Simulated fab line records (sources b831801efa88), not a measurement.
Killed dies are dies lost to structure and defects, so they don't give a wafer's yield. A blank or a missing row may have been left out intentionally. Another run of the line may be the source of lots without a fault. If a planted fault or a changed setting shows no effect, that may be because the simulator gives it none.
Comparing a struck lot with a sound one	flow sky130	33 out of 708 route steps
Sound: wafers L158.1, L158.4, L158.6. Struck: wafer L176.4 (left out: L176.6, a lot-mate that was not struck); the cause follows at the end.
Each step with rows lists, per side, the tool, then ch with its chambers, then its first start. Under that, the readings that differ: sound wafers	struck wafers	difference of the means	sigmas: that difference in standard deviations of wafers without a fault.
alike: readings with means less than 2 such deviations apart, plus words and numbers identical on both sides. not compared: withheld readings, readings lacking a value on some wafer, bounds such as >300 that could conceal the same value, and numbers that have no deviation in the record and whose values overlap.
Wherever a step has rows on one side only, a row that says differs or no value, or a row with sigmas, the two part there. Numbers that have no deviation but don't overlap get no sigmas and don't part them. Lack of a reading on every wafer of one side parts them only where that side has two or more wafers.

first, 5 steps without rows for these wafers: SKY_LDD_P_COAT_02 (resist thk 1140 nm); SKY_LDD_P_SOFTBAKE_03 (time 60 s); SKY_LDD_P_EXPOSE_04 (exposes mask PSDM, target cd 380 nm); SKY_LDD_P_PEB_05; SKY_LDD_P_DEVELOP_06 (develop time 60 s).
SKY_LDD_P_CD_MEAS_07 targets a cd of 380 nm.
  sound: cdSem-02 at day 19 08:10; struck: cdSem-01 at day 26 03:22
  alike: cdNm
SKY_LDD_P_OVL_MEAS_08:
  sound: overlay-02 at day 19 08:17; struck: overlay-02 at day 26 03:27
  alike: LDD_P_OVL
after that, 1 step had no rows for these wafers: SKY_LDD_P_IMPLANT_09.
SKY_LDD_P_STRIP_10: strips in O2/N2.
  sound on plasmaAsher-02 ch 0,1, day 19 08:28; struck on plasmaAsher-03 ch 1, day 26 03:39
  alike: drypumpMotorCurrentA, oesProductAu, stripTimeToEndpointS
  not compared: rfHoursCounterH
SKY_LDD_P_TW_MEAS_11:
  sound: filmMetro-02 at day 19 08:34; struck: filmMetro-03 at day 26 03:45
  alike: LDD_P_TW
then, 2 steps without rows for these wafers: SKY_LDD_HVN_DEHYDRATE_00 (time 60 s); SKY_LDD_HVN_HMDS_01 (prime time 60 s).
SKY_LDD_HVN_COAT_02: resist thk 300 nm.
  sound on lithoTrack-04 ch 0, day 20 00:16; struck on lithoTrack-04 ch 0, day 26 18:11
reading	sound	struck	difference	sigmas
model.NOVOLAK_of_LDD_HVN_COAT_02.thkNm (nm)	299.6 299.1 298.6	164.9	-134.2	
  alike: chillPlateTempC
then, 3 steps without rows for these wafers: SKY_LDD_HVN_SOFTBAKE_03 (time 60 s); SKY_LDD_HVN_EXPOSE_04 (exposes mask HVNTM, target cd 700 nm); SKY_LDD_HVN_PEB_05.
SKY_LDD_HVN_DEVELOP_06: develop time 60 s.
  sound on lithoTrack-02 ch 0, day 20 15:50; struck on lithoTrack-04 ch 0, day 27 08:47
reading	sound	struck	difference	sigmas
model.NOVOLAK_of_LDD_HVN_COAT_02.thkNm (nm)	299.2 298.7 298.2	164.5	-134.2	
  alike: chillPlateTempC
SKY_LDD_HVN_OVL_MEAS_07:
  sound: overlay-02 at day 20 15:59; struck: overlay-01 at day 27 08:53
  alike: LDD_HVN_OVL
after that, 1 step had no rows for these wafers: SKY_LDD_HVN_IMPLANT_08.
SKY_LDD_HVN_STRIP_09: strips in O2/N2.
  sound on plasmaAsher-04 ch 0,1, day 20 16:10; struck on plasmaAsher-04 ch 0, day 27 09:05
reading	sound	struck	difference	sigmas
oesProductAu (a.u.)	0.409 0.409 0.411	0.340	-0.070	-14
stripTimeToEndpointS (s)	4.118 4.120 4.104	2.330	-1.784	-99 or more
  alike: drypumpMotorCurrentA
  not compared: rfHoursCounterH
SKY_LDD_HVN_TW_MEAS_10:
  sound: filmMetro-02 at day 20 16:16; struck: filmMetro-02 at day 27 09:11
  alike: LDD_HVN_TW
then, 7 steps without rows for these wafers: SKY_LDD_HVP_DEHYDRATE_00 (time 60 s); SKY_LDD_HVP_HMDS_01 (prime time 60 s); SKY_LDD_HVP_COAT_02 (resist thk 300 nm); SKY_LDD_HVP_SOFTBAKE_03 (time 60 s); SKY_LDD_HVP_EXPOSE_04 (exposes mask HVPTM, target cd 700 nm); SKY_LDD_HVP_PEB_05; SKY_LDD_HVP_DEVELOP_06 (develop time 60 s).
SKY_LDD_HVP_OVL_MEAS_07:
  sound: overlay-02 at day 21 23:28; struck: overlay-02 at day 28 13:35
  alike: LDD_HVP_OVL
after that, 1 step had no rows for these wafers: SKY_LDD_HVP_IMPLANT_08.
SKY_LDD_HVP_STRIP_09: strips in O2/N2.
  sound on plasmaAsher-03 ch 0,1, day 21 23:40; struck on plasmaAsher-01 ch 0, day 28 13:47
reading	sound	struck	difference	sigmas
stripTimeToEndpointS (s)	4.132 4.148 4.139	4.111	-0.029	-2
  alike: drypumpMotorCurrentA, oesProductAu
  not compared: rfHoursCounterH
SKY_LDD_HVP_TW_MEAS_10:
  sound: filmMetro-02 at day 21 23:46; struck: filmMetro-03 at day 28 13:53
reading	sound	struck	difference	sigmas
LDD_HVP_TW	452.2 453.9 450.2	477.5	+25.4	+12
then, 1 step without rows for these wafers: SKY_LDD_LDN_DEHYDRATE_00 (time 60 s).

== WHERE THEY PART ==
Earliest at SKY_LDD_HVN_STRIP_09; latest, in this record, at SKY_LDD_HVP_TW_MEAS_10.

WHY: the cause the simulator had injected
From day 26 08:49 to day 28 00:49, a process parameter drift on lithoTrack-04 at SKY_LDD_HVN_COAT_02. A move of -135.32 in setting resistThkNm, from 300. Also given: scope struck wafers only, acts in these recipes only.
